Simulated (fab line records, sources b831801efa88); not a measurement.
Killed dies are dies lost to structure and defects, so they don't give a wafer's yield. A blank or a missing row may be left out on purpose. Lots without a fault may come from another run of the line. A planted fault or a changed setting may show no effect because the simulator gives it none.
Which tool did it? | flow gf180mcu | 14 lots, 42 wafers sampled, at 3 steps of a route of 602

WHAT THE GAUGES READ, wafer by wafer
GF_STI_THK_MEAS_02.
lot  | measured    | on            | STI_OXIDATION_THK (nm)
L965 | day 1 11:34 | film_metro-04 | 9.96 9.88 9.87
L966 | day 1 16:32 | film_metro-04 | 10.23 10.06 10.21
L967 | day 1 21:32 | film_metro-04 | 10.62 10.61 10.38
L968 | day 2 03:16 | film_metro-02 | 9.99 9.78 9.85
L970 | day 2 13:09 | film_metro-04 | 10.17 10.34 10.39
L971 | day 2 18:06 | film_metro-04 | 10.24 10.38 10.34
L972 | day 3 01:22 | film_metro-04 | 9.72 10.03 9.89
L974 | day 3 11:21 | film_metro-02 | 9.99 9.99 9.87
L976 | day 3 18:31 | film_metro-02 | 9.75 9.79 9.70
L978 | day 4 04:31 | film_metro-02 | 9.87 9.75 9.94
L981 | day 4 19:31 | film_metro-02 | 10.08 10.23 10.13
L983 | day 5 06:13 | film_metro-02 | 10.03 10.12 10.15
L985 | day 5 15:43 | film_metro-01 | 9.88 9.93 10.05
L988 | day 6 06:31 | film_metro-02 | 10.20 10.15 10.12

GF_HV_LDD_OVL_MEAS_47.
lot  | measured     | on         | HV_LDD_03_OVL (nm)
L965 | day 12 00:35 | overlay-02 | 1.7 2.3 1.4
L966 | day 12 12:23 | overlay-02 | 1.9 -0.2 -0.3
L967 | day 12 15:11 | overlay-02 | 0.0 0.1 -0.4
L968 | day 13 05:38 | overlay-01 | 0.0 0.3 0.3
L970 | day 14 01:23 | overlay-01 | 0.2 1.1 0.0
L971 | day 14 13:46 | overlay-01 | 0.3 -1.6 -1.0
L972 | day 14 13:58 | overlay-02 | -2.4 -1.4 -0.3
L974 | day 15 21:47 | overlay-02 | -0.8 -0.2 -0.6
L976 | day 16 06:55 | overlay-01 | 2.5 1.9 2.0
L978 | day 17 04:35 | overlay-02 | -1.8 -3.2 -0.9
L981 | day 17 18:55 | overlay-02 | 238.7 238.9 237.9
L983 | day 18 09:46 | overlay-02 | 239.4 239.7 240.5
L985 | day 19 00:19 | overlay-02 | 0.6 0.2 0.5
L988 | day 19 18:58 | overlay-02 | -3.4 -3.6 -3.5

WHICH TOOL RAN EACH LOT (tool, then ch and the chambers of the sampled wafers, then the start)
lot  | GF_HV_LDD_EXPOSE_43
L965 | iline_stepper-01 ch 0, day 11 16:12
L966 | iline_stepper-01 ch 0, day 12 03:50
L967 | iline_stepper-02 ch 0, day 12 06:37
L968 | iline_stepper-02 ch 0, day 12 19:34
L970 | iline_stepper-02 ch 0, day 13 14:49
L971 | iline_stepper-01 ch 0, day 14 04:20
L972 | iline_stepper-02 ch 0, day 14 04:41
L974 | iline_stepper-01 ch 0, day 15 10:36
L976 | iline_stepper-01 ch 0, day 15 19:39
L978 | iline_stepper-01 ch 0, day 16 17:18
L981 | iline_stepper-01 ch 0, day 17 07:41
L983 | iline_stepper-01 ch 0, day 17 22:23
L985 | iline_stepper-02 ch 0, day 18 11:46
L988 | iline_stepper-02 ch 0, day 19 06:32
- GF_HV_LDD_EXPOSE_43: exposes mask Pplus HV AREA, target cd 400 nm.

WHAT THE TOOLS THEMSELVES READ (means of the sampled wafers that have a number; where no wafer has one, the mark that the record gives instead)
The record holds no such reading with a usual standard deviation.

THE ANSWER, worked out from the rows above alone
Rule: what is usual is taken from the lots themselves. Put in order of their means at a reading, lots are off if they are a third of the lots or fewer, leave a main group of 4 or more, and stand apart from it by a gap of 3 or more times the standard deviation of the main group's means; of several such gaps the widest counts. A main group whose means are all the same, to the digits that the tables above print for the reading, isn't used. A lot without any number at a reading at which 4 lots or more have one is off too. The other lots that the step has rows for count as sound. The gauges are gone through in route order, then the tools' own readings, and for those a lot's mean is taken as printed above. The first step at which some lot is off is used, and at that step the reading that is off furthest; a lot without a number counts as furthest.
Off: L981, L983, at GF_HV_LDD_OVL_MEAS_47 (HV_LDD_03_OVL). The main group: mean -0.2 nm, standard deviation 1.5.
A tool fits if, at a process step before that reading, it ran every lot that is off, and no sound lot after the first of them. The gauges at GF_HV_LDD_OVL_MEAS_47 are tried like those tools. One fits: iline_stepper-01 at GF_HV_LDD_EXPOSE_43. Its last sound lot is L978 (day 16 17:18), its first lot that is off L981 (day 17 07:41): a fault that began between those two fits.

WHAT THE SIMULATOR HAD PUT IN
Scanner matching overlay: iline_stepper-01, from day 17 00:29 on, at GF_HV_LDD_EXPOSE_43. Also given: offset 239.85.
Lots struck among those shown: L981, L983. The rule above found the same.
